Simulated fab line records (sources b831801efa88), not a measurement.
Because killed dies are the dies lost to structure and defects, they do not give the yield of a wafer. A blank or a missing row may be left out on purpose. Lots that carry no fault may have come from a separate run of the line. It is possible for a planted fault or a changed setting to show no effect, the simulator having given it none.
fab line records | flow sky130
[record] lots = 5 wafers = 15 last_day = 50
route steps=708 shown VIA2@520 METAL3@532 CAPM@537 PAD_OPEN@708
lots untouched by any fault: they come from a run of this same line in which no faults occurred
start_h: the number of hours between the record's first day and the start of the first shown wafer of the lot | wait_h: hours since the lot's step before | " repeats the value in the row above | L1.1+2: one row covering several wafers at once | - value missing, or start not given | * or withheld: withheld | < > ~ a bound
route shown NAME@n: a module of which the file shows steps, and the number in the route of the first | usual: average and standard deviation across the fault-free wafers | same: alike in all rows | chamber/n: place in a boat | sites: the reading at each site | _std_site: their standard deviation | _edge_site: inner sites' mean taken away from outer sites' mean | radius_mm: how far each site lies from the wafer's centre | mask NAME#n: copy n | behind: tool/chamber where the wafer was last shaped | hold: why the lot went on hold/how many hours it stayed there/how the hold came to an end | device: which transistor (n, p or np) failed to switch | end of line: tests run on the same wafers once the route is complete | a step given without rows: its recipe and nothing more | killed: count of dies lost to structure and defects at first sort (not the wafer's yield) | map: per-die view of a wafer (x killed, . not killed, _ where there is no die)
set.NAME: the setting as run; set.NAME@STEP: as run at that earlier step | model.NAME: the simulator's own value behind a step, which no gauge read
a table for each step, a row for each wafer; lots at some steps of the route
services: when a tool's chamber went out of use (start_h, in hours from the record's first day, below 0 if earlier), for how many hours, and the reason
[[steps]]
[step SKY_VIA2_OVL_MEAS_13]
[usual] VIA2_OVL = 6/4.9
// columns lot.wafer tool chamber start_h wait_h VIA2_OVL[nm]
L347.2 overlay-02 - 856.43 0.1 13
L347.3 " - " " 15
L347.5 " - " " 11
L351.3 overlay-02 - 900.69 0.1 13
L351.5 " - " " 2
L351.6 " - " " 15
L353.4 overlay-02 - 909.30 0.1 8
L353.5 " - " " 15
L353.6 " - " " 6
L363.1 overlay-02 - 973.63 0.1 0
L363.4 " - " " 0
L363.5 " - " " 3
L367.1 overlay-01 - 1005.98 0.1 15
L367.2 " - " " 11
L367.5 " - " " 8
[step SKY_VIA2_ETCH_14]
[recipe] chemistry = N2/H2 target = BARC ion_energy_ev = 200 source_w = 500 bias_w = 100 pressure_mtorr = 30 n2_flow_sccm = 100 h2_flow_sccm = 200 stop_on = SiO2 time_s = 45.9 target_depth_a = 600
[step SKY_VIA2_ETCH_15]
[recipe] target = SiO2 chemistry = C4F8/O2/Ar target_depth_nm = 546 stop_on = TiN mask_material = KrF-thick source_w = 1500 bias_w = 1200 pressure_mtorr = 40 c4f8_flow_sccm = withheld O2_flow_sccm = 6 Ar_flow_sccm = 300 time_s = 84
[step SKY_VIA2_STRIP_16]
[recipe] chemistry = O2/N2 power_w = 1400 pressure_mtorr = 1500 platen_temp_c = withheld o2_flow_sccm = 3000 n2_flow_sccm = 300 overash_fraction = 0.5
[step SKY_VIA2_STRIP_17]
[recipe] chemistry = post_etch_residue_remover time_s = 1200 temp_c = 72.5
[step SKY_VIA2_CLEAN_18]
[recipe] chemistry = IPA time_s = 180 temp_c = 25
[step SKY_VIA2_CLEAN_19]
[recipe] chemistry = O3/DIW dry = n2_spin
[step SKY_VIA2_SPUTTER_20]
[recipe] material = TiN target_thk_nm = 20 chamber_pressure_pa = 5 power_w = 4000 time_s = 80
[usual] cathode_dc_power_W = 4000.1/0.69 throttle_valve_pct = 30.0/0.93
// columns lot.wafer tool chamber start_h wait_h cathode_dc_power_W throttle_valve_pct
L347.2 pvd_sputter-03 - 857.16 0.0 3999.4 30.4
L347.3 " - " " 4000.2 29.9
L347.5 " - " " 4000.7 30.0
L351.3 pvd_sputter-02 - 901.41 0.0 4000.2 29.7
L351.5 " - " " 4000.2 29.8
L351.6 " - " " 4000.0 29.9
L353.4 pvd_sputter-04 - 910.02 0.0 4000.6 30.0
L353.5 " - " " 3999.1 30.1
L353.6 " - " " 4000.4 32.1
L363.1 pvd_sputter-02 - 974.36 0.0 3999.7 30.4
L363.4 " - " " 3998.3 29.9
L363.5 " - " " 4000.7 29.6
L367.1 pvd_sputter-04 - 1006.71 0.0 4000.6 32.2
L367.2 " - " " 4000.4 28.6
L367.5 " - " " 3999.8 28.7
[step SKY_VIA2_CVD_21]
[recipe] material = W target_thk_nm = 420 time_s = 126.4 temp_c = 400 pressure_torr = 40
[step SKY_VIA2_RS_MEAS_22]
[recipe] thk_meas_gauge = four-point-probe reads = W_of_VIA2_CVD_21+TiN_of_VIA2_SPUTTER_20
[usual] VIA2_W_RS = 0.272/0.0035
// columns lot.wafer tool chamber start_h wait_h VIA2_W_RS[ohm/sq]
L347.2 film_metro-02 - 857.37 0.1 0.275
L347.3 " - " " 0.273
L347.5 " - " " 0.270
L351.3 film_metro-02 - 901.64 0.1 0.275
L351.5 " - " " 0.277
L351.6 " - " " 0.275
L353.4 film_metro-01 - 910.27 0.1 0.271
L353.5 " - " " 0.270
L353.6 " - " " 0.263
L363.1 film_metro-01 - 974.59 0.1 0.274
L363.4 " - " " 0.271
L363.5 " - " " 0.270
L367.1 film_metro-03 - 1006.90 0.1 0.267
L367.2 " - " " 0.271
L367.5 " - " " 0.273
[step SKY_VIA2_THK_MEAS_23]
[recipe] thk_meas_gauge = xrf reads = W_of_VIA2_CVD_21
[usual] VIA2_W_THK = 428/6.3
// columns lot.wafer tool chamber start_h wait_h VIA2_W_THK[nm]
L347.2 film_metro-02 - 857.48 0.1 417
L347.3 " - " " 423
L347.5 " - " " 422
L351.3 film_metro-02 - 901.74 0.1 421
L351.5 " - " " 418
L351.6 " - " " 421
L353.4 film_metro-01 - 910.36 0.1 434
L353.5 " - " " 435
L353.6 " - " " 442
L363.1 film_metro-01 - 974.71 0.1 429
L363.4 " - " " 436
L363.5 " - " " 433
L367.1 film_metro-03 - 1007.02 0.1 433
L367.2 " - " " 428
L367.5 " - " " 426
[step SKY_VIA2_CMP_24]
[recipe] stop_on = SiO2 t_overpolish_s = 20 down_force_psi = 3.5 platen_rpm = 60 target_thk_nm = 0 pad_velocity_m_s = 0.94248
[step SKY_METAL3_SPUTTER_00]
[recipe] material = Ti target_thk_nm = 15 power_w = 3000 time_s = 10 chamber_pressure_pa = 0.4
[usual] cathode_dc_power_W = 3000.0/0.57 throttle_valve_pct = 29.9/0.83
// columns lot.wafer tool chamber start_h wait_h cathode_dc_power_W throttle_valve_pct
L347.2 pvd_sputter-01 - 857.83 0.1 2999.0 29.0
L347.3 " - " " 3000.3 28.7
L347.5 " - " " 3000.0 29.0
L351.3 pvd_sputter-02 - 902.09 0.1 2999.8 30.6
L351.5 " - " " 3000.1 30.2
L351.6 " - " " 2999.6 29.4
L353.4 pvd_sputter-02 - 910.69 0.2 2999.7 30.4
L353.5 " - " " 2999.1 29.7
L353.6 " - " " 3000.0 30.4
L363.1 pvd_sputter-02 - 975.07 0.2 2999.1 29.7
L363.4 " - " " 3000.1 29.6
L363.5 " - " " 3000.8 29.6
L367.1 pvd_sputter-01 - 1007.38 0.2 2999.8 28.9
L367.2 " - " " 2999.5 29.6
L367.5 " - " " 3000.0 29.6
[step SKY_METAL3_SPUTTER_01]
[recipe] material = TiN target_thk_nm = 20 power_w = 6500 time_s = 16.7 chamber_pressure_pa = 0.4
[step SKY_METAL3_SPUTTER_02]
[recipe] material = AlCu target_thk_nm = 735 power_w = 10600 time_s = 39.1 chamber_pressure_pa = 0.4
[usual] cathode_dc_power_W = 10600/1.9 throttle_valve_pct = 29.9/0.85
// columns lot.wafer tool chamber start_h wait_h cathode_dc_power_W throttle_valve_pct
L347.2 pvd_sputter-01 - 857.88 0.0 10598 29.1
L347.3 " - " " 10599 28.8
L347.5 " - " " 10600 28.9
L351.3 pvd_sputter-02 - 902.14 0.0 10599 30.3
L351.5 " - " " 10601 30.3
L351.6 " - " " 10600 29.5
L353.4 pvd_sputter-02 - 910.74 0.0 10600 30.1
L353.5 " - " " 10600 29.4
L353.6 " - " " 10604 30.4
L363.1 pvd_sputter-02 - 975.12 0.0 10601 29.6
L363.4 " - " " 10603 30.0
L363.5 " - " " 10600 29.6
L367.1 pvd_sputter-01 - 1007.43 0.0 10599 28.7
L367.2 " - " " 10599 29.6
L367.5 " - " " 10602 29.5
[step SKY_METAL3_SPUTTER_03]
[recipe] material = Ti target_thk_nm = 5 power_w = 3000 time_s = 3.3 chamber_pressure_pa = 0.4
[usual] cathode_dc_power_W = 3000.0/0.63 throttle_valve_pct = 29.8/0.83
// columns lot.wafer tool chamber start_h wait_h cathode_dc_power_W throttle_valve_pct
L347.2 pvd_sputter-01 - 857.92 0.0 3000.4 29.2
L347.3 " - " " 3000.0 28.8
L347.5 " - " " 2999.4 28.9
L351.3 pvd_sputter-02 - 902.18 0.0 3000.3 30.3
L351.5 " - " " 3001.2 30.3
L351.6 " - " " 3000.2 29.6
L353.4 pvd_sputter-02 - 910.78 0.0 3000.2 30.3
L353.5 " - " " 2999.5 29.3
L353.6 " - " " 2999.4 30.4
L363.1 pvd_sputter-02 - 975.16 0.0 3000.0 29.5
L363.4 " - " " 2999.6 29.7
L363.5 " - " " 2999.7 29.5
L367.1 pvd_sputter-01 - 1007.47 0.0 3001.5 28.9
L367.2 " - " " 2999.1 29.5
L367.5 " - " " 3000.3 29.8
[step SKY_METAL3_SPUTTER_04]
[recipe] material = TiN target_thk_nm = 70 power_w = 6500 time_s = 58.3 chamber_pressure_pa = 0.4
[step SKY_CAPM_CVD_00]
[recipe] material = SiO2 target_thk_nm = 15.5 temp_c = 400 time_s = withheld rf_w = 450
[usual] heater_power_w = 748/68 rf_fwd_power_W = 441.9/2.2 susceptor_temp_C = 400.02/0.18
// columns lot.wafer tool chamber start_h wait_h heater_power_w rf_fwd_power_W susceptor_temp_C
L347.2 pecvd-03 0 857.98 0.0 790 438.0 400.12
L347.3 " 2 " " 634 437.7 400.22
L347.5 " 0 " " 777 437.3 400.15
L351.3 pecvd-04 1 902.25 0.0 746 440.9 399.93
L351.5 " 1 " " 759 442.0 399.82
L351.6 " 2 " " 875 443.7 400.09
L353.4 pecvd-03 1 910.86 0.0 679 441.7 400.32
L353.5 " 2 " " 710 440.9 399.82
L353.6 " 1 " " 663 442.9 400.08
L363.1 pecvd-04 2 975.22 0.0 817 444.0 400.22
L363.4 " 0 " " 780 440.3 400.32
L363.5 " 1 " " 795 442.5 400.22
L367.1 pecvd-03 1 1007.54 0.0 699 438.5 399.84
L367.2 " 2 " " 713 439.7 399.75
L367.5 " 1 " " 714 440.3 400.17
[step SKY_CAPM_THK_MEAS_01]
[recipe] reads = SiO2_of_CAPM_CVD_00
[usual] CAPM_CVD_00_THK = 15.50/0.21
// columns lot.wafer tool chamber start_h wait_h CAPM_CVD_00_THK[nm]
L347.2 film_metro-03 - 858.02 - 15.34
L347.3 " - " " 15.17
L347.5 " - " " 15.53
L351.3 film_metro-04 - 902.29 - 15.71
L351.5 " - " " 15.74
L351.6 " - " " 15.90
L353.4 film_metro-01 - 910.91 - 15.89
L353.5 " - " " 15.32
L353.6 " - " " 15.55
L363.1 film_metro-04 - 975.24 - 15.61
L363.4 " - " " 15.59
L363.5 " - " " 15.53
L367.1 film_metro-04 - 1007.56 - 15.31
L367.2 " - " " 15.42
L367.5 " - " " 15.62
[step SKY_CAPM_SPUTTER_02]
[recipe] material = TiN target_thk_nm = 200 temp_c = 300 power_w = 6500 time_s = 166.7 chamber_pressure_pa = 0.4
[step SKY_CAPM_RS_MEAS_03]
[recipe] thk_meas_gauge = four-point-probe reads = TiN_of_CAPM_SPUTTER_02
[usual] CAPM_TIN_RS = 6.91/0.063
// columns lot.wafer tool chamber start_h wait_h CAPM_TIN_RS[ohm/sq]
L347.2 film_metro-04 - 858.19 0.1 6.96
L347.3 " - " " 7.01
L347.5 " - " " 6.94
L351.3 film_metro-03 - 902.48 0.1 6.94
L351.5 " - " " 6.92
L351.6 " - " " 7.00
L353.4 film_metro-01 - 911.11 0.1 6.83
L353.5 " - " " 6.88
L353.6 " - " " 6.84
L363.1 film_metro-04 - 975.41 0.1 6.96
L363.4 " - " " 6.99
L363.5 " - " " 6.97
L367.1 film_metro-04 - 1007.73 0.1 6.93
L367.2 " - " " 6.90
L367.5 " - " " 6.90
[step SKY_CAPM_THK_MEAS_04]
[recipe] thk_meas_gauge = xrf reads = TiN_of_CAPM_SPUTTER_02
[usual] CAPM_TIN_THK = 200.0/1.7
// columns lot.wafer tool chamber start_h wait_h CAPM_TIN_THK[nm]
L347.2 film_metro-04 - 858.30 0.1 200.1
L347.3 " - " " 198.6
L347.5 " - " " 201.0
L351.3 film_metro-03 - 902.58 0.1 199.2
L351.5 " - " " 200.1
L351.6 " - " " 197.4
L353.4 film_metro-01 - 911.20 0.1 201.5
L353.5 " - " " 200.1
L353.6 " - " " 201.3
L363.1 film_metro-04 - 975.53 0.1 198.3
L363.4 " - " " 197.3
L363.5 " - " " 197.6
L367.1 film_metro-04 - 1007.85 0.1 199.8
L367.2 " - " " 200.6
L367.5 " - " " 200.6
[step SKY_CAPM_DEHYDRATE_05]
[recipe] temp_c = 200 time_s = 60
[step SKY_CAPM_HMDS_06]
[recipe] prime_time_s = 60 prime_temp_c = 120
[step SKY_CAPM_COAT_07]
[recipe] resist = NOVOLAK spin_rpm = 3000 resist_thk_nm = 1140
[step SKY_CAPM_SOFTBAKE_08]
[recipe] temp_c = 90 time_s = 60 resist = NOVOLAK
[step SKY_CAPM_EXPOSE_09]
[recipe] mask_id = CAPM na = 0.6 source_shape = conventional sigma_outer = 0.6 polarization = unpolarized target_cd_nm = 1000 dose_mj = 159
[step SKY_CAPM_PEB_10]
[recipe] temp_c = withheld time_s = * resist = NOVOLAK
[step SKY_CAPM_DEVELOP_11]
[recipe] resist = NOVOLAK developer = TMAH develop_time_s = 60 dev_temp_c = 23
[step SKY_CAPM_OVL_MEAS_12]
[usual] CAPM_OVL = 0.4/1.6
// columns lot.wafer tool chamber start_h wait_h CAPM_OVL[nm]
L347.2 overlay-02 - 883.91 0.1 0.7
L347.3 " - " " 0.8
L347.5 " - " " 0.1
L351.3 overlay-01 - 927.47 0.1 -1.4
L351.5 " - " " -0.1
L351.6 " - " " -0.8
L353.4 overlay-02 - 935.83 0.1 0.4
L353.5 " - " " 0.9
L353.6 " - " " -0.9
L363.1 overlay-01 - 998.76 0.1 -0.2
L363.4 " - " " 0.6
L363.5 " - " " -0.3
L367.1 overlay-01 - 1029.86 0.1 0.5
L367.2 " - " " 1.1
L367.5 " - " " 3.0
[step SKY_CAPM_METAL_ETCH_13]
[recipe] target_depth_nm = 220 stop_on = SiO2 chemistry = Cl2/BCl3 target = TiN pressure_mtorr = 10 icp_w = 900 bias_w = 48.5 Cl2_flow_sccm = 60 bcl3_flow_sccm = 30 time_s = 62.9
[usual] drypump_motor_current_A = 5.8/0.53 oes_product_au = 0.940/0.0071 rf_fwd_power_W = 892/3.1 throttle_valve_pct = 21.901/0.0083
// columns lot.wafer tool chamber start_h wait_h drypump_motor_current_A oes_product_au rf_fwd_power_W rf_hours_counter_h throttle_valve_pct
L347.2 rie_metal-03 0 883.94 0.0 6.2 0.928 890 4 21.901
L347.3 " 1 " " 5.6 0.931 894 - 21.897
L347.5 " 1 " " 5.5 0.945 890 - 21.901
L351.3 rie_metal-01 1 927.54 0.1 4.9 0.933 893 - 21.908
L351.5 " 1 " " 4.9 0.949 892 - 21.899
L351.6 " 1 " " 4.9 0.939 890 - 21.895
L353.4 rie_metal-04 1 935.87 0.0 6.2 0.956 896 - 21.909
L353.5 " 1 " " 6.2 0.942 897 - 21.898
L353.6 " 0 " " 5.7 0.944 888 - 21.905
L363.1 rie_metal-03 1 998.79 0.0 5.5 0.934 892 6 21.903
L363.4 " 1 " " 5.5 0.936 888 - 21.905
L363.5 " 1 " " 5.5 0.932 884 - 21.900
L367.1 rie_metal-03 1 1029.90 0.0 5.5 0.943 891 8 21.917
L367.2 " 0 " " 6.2 0.935 886 11 21.913
L367.5 " 0 " " 6.2 0.940 886 - 21.916
[step SKY_CAPM_STRIP_14]
[recipe] chemistry = O2/N2 power_w = 1400 pressure_mtorr = 1500 platen_temp_c = withheld o2_flow_sccm = 3000 n2_flow_sccm = 300 overash_fraction = 0.5
[step SKY_CAPM_STRIP_15]
[recipe] chemistry = post_etch_residue_remover time_s = 1200 temp_c = 72.5
[step SKY_CAPM_CLEAN_16]
[recipe] chemistry = IPA time_s = 180 temp_c = 25
[step SKY_CAPM_CLEAN_17]
[recipe] chemistry = O3/DIW dry = n2_spin
[step SKY_METAL3_DEHYDRATE_05]
[recipe] temp_c = 200 time_s = 60
[step SKY_METAL3_HMDS_06]
[recipe] prime_time_s = 60 prime_temp_c = 120
[step SKY_METAL3_COAT_07]
[recipe] resist = BARC temp_c = withheld time_s = withheld spin_rpm = 3000 resist_thk_nm = 60
[step SKY_METAL3_COAT_08]
[recipe] resist = KrF-thick spin_rpm = 3000 resist_thk_nm = 1140
[step SKY_METAL3_SOFTBAKE_09]
[recipe] temp_c = 100 time_s = 90 resist = KrF-thick
[step SKY_METAL3_EXPOSE_10]
[recipe] mask_id = MM3 na = 0.68 source_shape = annular sigma_inner = 0.4 sigma_outer = 0.8 target_cd_nm = 300 dose_mj = 28
[step SKY_METAL3_PEB_11]
[recipe] peb_temp_c = withheld peb_time_s = withheld resist = KrF-thick
[step SKY_PAD_OPEN_PROBE_99]
[usual] defect_limited_yield = 82.5/1.9 killed_at_M0_to_M3 = 44/7.2 killed_at_M4_up = 2.9/1.8 killed_at_contacts = 24/5.6 killed_at_front_end = 15/4.2 killed_at_other = 0.4/0.71 killed_dies = 86/9.2 killed_on_rim = 16/3.6 killed_open = 47/7.2 killed_short = 39/5.7 sort_bin_3_pad_short = 0.9/0.4 sort_bin_5_function = 10.2/1.6 sort_bin_6_memory = 6.4/1.2 sort_n_pass = 406/9.2 sort_yield_pct = 82.5/1.9
[same] gross_dies = 492 killed_at_back_side = 0 sort_bin_4_leakage[%] = 0 sort_bin_8_speed[%] = 0
// columns lot.wafer tool chamber start_h wait_h defect_limited_yield[%] killed_at_M0_to_M3 killed_at_M4_up killed_at_contacts killed_at_front_end killed_at_other killed_dies killed_on_rim killed_open killed_short sort_bin_3_pad_short[%] sort_bin_5_function[%] sort_bin_6_memory[%] sort_n_pass sort_yield_pct[%] model.etest.tester.sort_n_pass model.etest.tester.sort_yield_pct model.etest.tester.sort_bin_5_pct model.etest.tester.sort_bin_3_pct
L347.2 prober-01 - 1083.62 0.1 85.0 35 0 23 15 1 74 13 30 43 1.2 8.5 5.3 418 85.0 418 84.96 8.537 1.22
L347.3 prober-01 - 1083.67 0.2 84.6 46 4 16 10 0 76 12 36 40 1.0 9.1 5.3 416 84.6 416 84.55 9.146 1.016
L347.5 prober-01 - 1083.77 0.2 82.3 43 1 29 12 2 87 17 50 35 0.8 10.2 6.7 405 82.3 405 82.32 10.16 0.813
L351.3 prober-02 - 1118.17 0.2 84.8 51 1 12 11 0 75 14 47 27 0.2 8.9 6.1 417 84.8 417 84.76 8.943 0.2033
L351.5 prober-02 - 1118.27 0.2 82.1 56 4 12 14 2 88 17 41 47 1.4 7.7 8.7 404 82.1 404 82.11 7.724 1.423
L351.6 prober-02 - 1118.32 0.2 81.1 43 2 29 19 0 93 13 47 45 1.2 8.9 8.7 399 81.1 399 81.1 8.943 1.22
L353.4 prober-01 - 1125.12 0.2 81.3 44 3 25 19 1 92 16 55 37 0.4 12.8 5.5 400 81.3 400 81.3 12.8 0.4065
L353.5 prober-01 - 1125.17 0.2 78.5 60 3 25 15 3 106 22 58 46 1.2 13.6 6.7 386 78.5 386 78.46 13.62 1.22
L353.6 prober-01 - 1125.22 0.2 82.7 47 6 19 13 0 85 15 48 37 0.8 10.2 6.3 407 82.7 407 82.72 10.16 0.813
L363.1 prober-01 - 1174.28 0.1 84.6 37 3 18 18 0 76 13 43 33 1.2 8.7 5.5 416 84.6 416 84.55 8.74 1.22
L363.4 prober-01 - 1174.43 0.2 78.3 79 3 16 9 0 107 25 44 22 3.3 11.4 7.1 385 78.3 385 78.25 11.38 3.252
L363.5 prober-01 - 1174.48 0.2 77.6 77 2 25 6 0 110 26 33 35 2.6 13.4 6.3 382 77.6 382 77.64 13.41 2.642
L367.1 prober-01 - 1197.13 0.1 85.0 32 2 26 14 0 74 19 35 38 0.8 8.3 5.9 418 85.0 418 84.96 8.333 0.813
L367.2 prober-01 - 1197.18 0.1 85.0 40 3 15 15 1 74 9 35 39 1.8 7.7 5.5 418 85.0 418 84.96 7.724 1.829
L367.5 prober-01 - 1197.33 0.2 86.4 29 0 27 11 0 67 9 36 30 0.8 7.7 5.1 425 86.4 425 86.38 7.724 0.813
// killed by level:class
L347.2 VIA1:geometric_particle:short=9 CONTACT:geometric_particle:open=9 VIA3:geometric_particle:open=9 FIELD_ISO:geometric_particle:short=6 LOCAL_INTERCONNECT:geometric_particle:short=6 VIA2:geometric_particle:short=5 CONTACT:geometric_particle:short=4 VIA1:geometric_particle:open=4
L347.3 METAL1:geometric_particle:short=9 VIA1:geometric_particle:open=8 VIA3:geometric_particle:short=7 VIA3:geometric_particle:open=6 LI_CONTACT:geometric_particle:open=5 VIA1:geometric_particle:short=5 VIA2:geometric_particle:open=4 POLY_GATE:geometric_particle:short=3
L347.5 VIA1:geometric_particle:open=9 LI_CONTACT:geometric_particle:open=8 VIA2:geometric_particle:open=8 LI_CONTACT:geometric_particle:short=7 VIA3:geometric_particle:open=7 FIELD_ISO:geometric_particle:open=6 CONTACT:geometric_particle:open=6 VIA1:geometric_particle:short=5
L351.3 VIA1:geometric_particle:open=13 VIA1:geometric_particle:short=7 VIA2:geometric_particle:open=7 VIA3:geometric_particle:open=7 CONTACT:geometric_particle:open=5 METAL2:geometric_particle:short=4 LI_CONTACT:geometric_particle:open=4 FIELD_ISO:geometric_particle:short=3
L351.5 VIA1:geometric_particle:open=12 VIA3:geometric_particle:open=10 METAL1:geometric_particle:short=6 VIA1:geometric_particle:short=6 FIELD_ISO:geometric_particle:short=5 LOCAL_INTERCONNECT:geometric_particle:short=5 VIA2:geometric_particle:open=5 VIA2:geometric_particle:short=5
L351.6 VIA1:geometric_particle:open=12 CONTACT:geometric_particle:open=11 VIA3:geometric_particle:open=7 LOCAL_INTERCONNECT:geometric_particle:short=6 VIA2:geometric_particle:short=6 LI_CONTACT:geometric_particle:open=5 METAL1:geometric_particle:short=5 POLY_GATE:geometric_particle:short=4
L353.4 CONTACT:geometric_particle:open=13 LI_CONTACT:geometric_particle:open=8 VIA1:geometric_particle:open=8 METAL2:geometric_particle:short=8 VIA1:geometric_particle:short=7 VIA2:geometric_particle:open=5 VIA3:geometric_particle:open=5 FIELD_ISO:geometric_particle:open=4
L353.5 VIA3:geometric_particle:open=11 VIA2:geometric_particle:open=11 CONTACT:geometric_particle:open=8 VIA1:geometric_particle:open=6 METAL2:geometric_particle:short=6 POLY_GATE:geometric_particle:open=5 LI_CONTACT:geometric_particle:open=5 LOCAL_INTERCONNECT:geometric_particle:short=5
L353.6 VIA1:geometric_particle:open=11 VIA2:geometric_particle:open=9 FIELD_ISO:geometric_particle:short=7 CONTACT:geometric_particle:open=6 METAL1:geometric_particle:short=6 METAL2:geometric_particle:short=5 FIELD_ISO:geometric_particle:open=4 LI_CONTACT:geometric_particle:open=4
L363.1 VIA1:geometric_particle:open=8 CONTACT:geometric_particle:open=7 VIA3:geometric_particle:open=7 FIELD_ISO:geometric_particle:open=6 FIELD_ISO:geometric_particle:short=6 VIA1:geometric_particle:short=6 LI_CONTACT:geometric_particle:open=5 POLY_GATE:geometric_particle:short=4
L363.4 METAL3:unspecified=41 VIA1:geometric_particle:open=13 CONTACT:geometric_particle:open=9 VIA3:geometric_particle:open=8 METAL1:geometric_particle:short=3 METAL2:geometric_particle:short=3 VIA2:geometric_particle:open=3 METAL4:geometric_particle:short=3
L363.5 METAL3:unspecified=42 CONTACT:geometric_particle:open=7 VIA1:geometric_particle:open=7 VIA3:geometric_particle:open=7 CONTACT:geometric_particle:short=6 METAL2:geometric_particle:short=6 LOCAL_INTERCONNECT:geometric_particle:short=5 LI_CONTACT:geometric_particle:open=4
L367.1 CONTACT:geometric_particle:open=11 VIA2:geometric_particle:open=8 CONTACT:geometric_particle:short=5 METAL1:geometric_particle:short=5 METAL2:geometric_particle:short=4 LI_CONTACT:geometric_particle:short=4 LI_CONTACT:geometric_particle:open=4 VIA3:geometric_particle:open=4
L367.2 VIA1:geometric_particle:open=7 FIELD_ISO:geometric_particle:short=5 METAL2:geometric_particle:short=5 CONTACT:geometric_particle:short=5 VIA3:geometric_particle:open=5 VIA1:geometric_particle:short=5 FIELD_ISO:geometric_particle:open=4 POLY_GATE:geometric_particle:open=4
L367.5 LI_CONTACT:geometric_particle:open=8 CONTACT:geometric_particle:open=6 VIA2:geometric_particle:open=5 LOCAL_INTERCONNECT:geometric_particle:short=5 VIA3:geometric_particle:open=5 CONTACT:geometric_particle:short=4 METAL1:geometric_particle:short=4 VIA1:geometric_particle:short=4
// map L363.5 (x killed, . not)
__________.........x_________
________.....x........_______
______x.x..........x...._____
_____..x..x.....x.....x..____
____x...x...............x.___
___.....................x..__
__xx.....x..x.x..xx........x_
_....................x.......
_.......x.......x.........x..
_...........x...x....x......x
_x.........xx.xx.............
_.......x....x.x......x.xx...
_..x.x.........x..x..........
_x.....x...........x.xx...xx.
_....x..x....................
__..x.....x.....x......x.x.._
___...x...x.....xx.........__
____......x.....xxxxx..x..___
_____........xxxxxxxx..xx____
______.....xxxxxxxxxx..._____
________..xxxxxxxxxxxx_______
__________.xxxxxxxxx_________
// map L351.6 (x killed, . not)
__________.........._________
________.....x........_______
______...x..x.....x....._____
_____...x.x.xx...........____
____..x.............xx....___
___...x....xxx...........x.__
__.....x.......x..x........x_
_.xx........x.x.....x....xx..
_.x.............x...xx..xx...
_.......x.....x.x..........x.
_....x.......x..x.......x...x
_....x.............x........x
_.xx...xxx...x.x.x.x.x.x.....
_.....x.x.......x.x..x....xx.
_.....x.x..x.....xx....xx....
__x......x..xx.......x..x..._
___...x..x..............x.x__
____..........x.........x.___
_____x..x..xx............____
______...x.x.......x..x._____
________x..........x.._______
__________.x........_________
[[services]]
// columns tool chamber start_h hours kind
pvd_sputter-02 - 844.33 19.4 repair
pvd_sputter-04 - 845.46 28.6 repair
rie_metal-03 - 849.48 6.8 repair
pvd_sputter-01 - 850.76 3.4 repair
pvd_sputter-04 - 851.05 4.3 repair
pvd_sputter-03 - 853.92 0.7 repair
pvd_sputter-02 - 854.44 0.8 repair
rie_metal-04 0 889.75 2.5 repair
rie_metal-04 - 890.06 1.6 repair
pecvd-03 0 897.37 27.5 repair
pvd_sputter-03 - 905.86 16.3 repair
pecvd-04 - 905.97 0.7 repair
rie_metal-04 1 917.71 1.1 repair
pvd_sputter-03 - 923.71 4.6 repair
rie_metal-03 - 926.25 2.8 pm
pvd_sputter-03 - 944.22 2.4 repair
pvd_sputter-04 - 945.47 49.1 repair
pecvd-03 - 952.32 0.7 repair
pvd_sputter-04 - 965.70 6.0 repair
rie_metal-01 - 975.43 2.8 pm
pvd_sputter-01 - 983.36 9.2 repair
pecvd-04 1 986.23 5.4 repair
rie_metal-04 - 1014.48 2.8 pm
pvd_sputter-03 - 1018.01 11.2 repair
[[key]]
[first_sign] step = SKY_PAD_OPEN_PROBE_99 reading = sort_bin_3_pad_short direction = up sigmas = 5.2 usual = 0.9 struck = 2.9
[effect] step = SKY_PAD_OPEN_PROBE_99 reading = killed_at_M0_to_M3 direction = up sigmas = 4.8 usual = 44 struck = 78
[model_effect] step = SKY_PAD_OPEN_PROBE_99 value = etest.tester.sort_n_pass without = 419 struck = 383.5
met_at SKY_METAL3_SPUTTER_00
struck_wafers L363.4,L363.5
onset_between 902.09 975.07
[fault] kind = chamber_particle_source tool = pvd_sputter-02 chamber = - onset_h = 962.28 steps = SKY_METAL3_SPUTTER_00 rate_per_visit_cm2 = 1.6927 end_h = 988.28 scope = struck_wafers_only
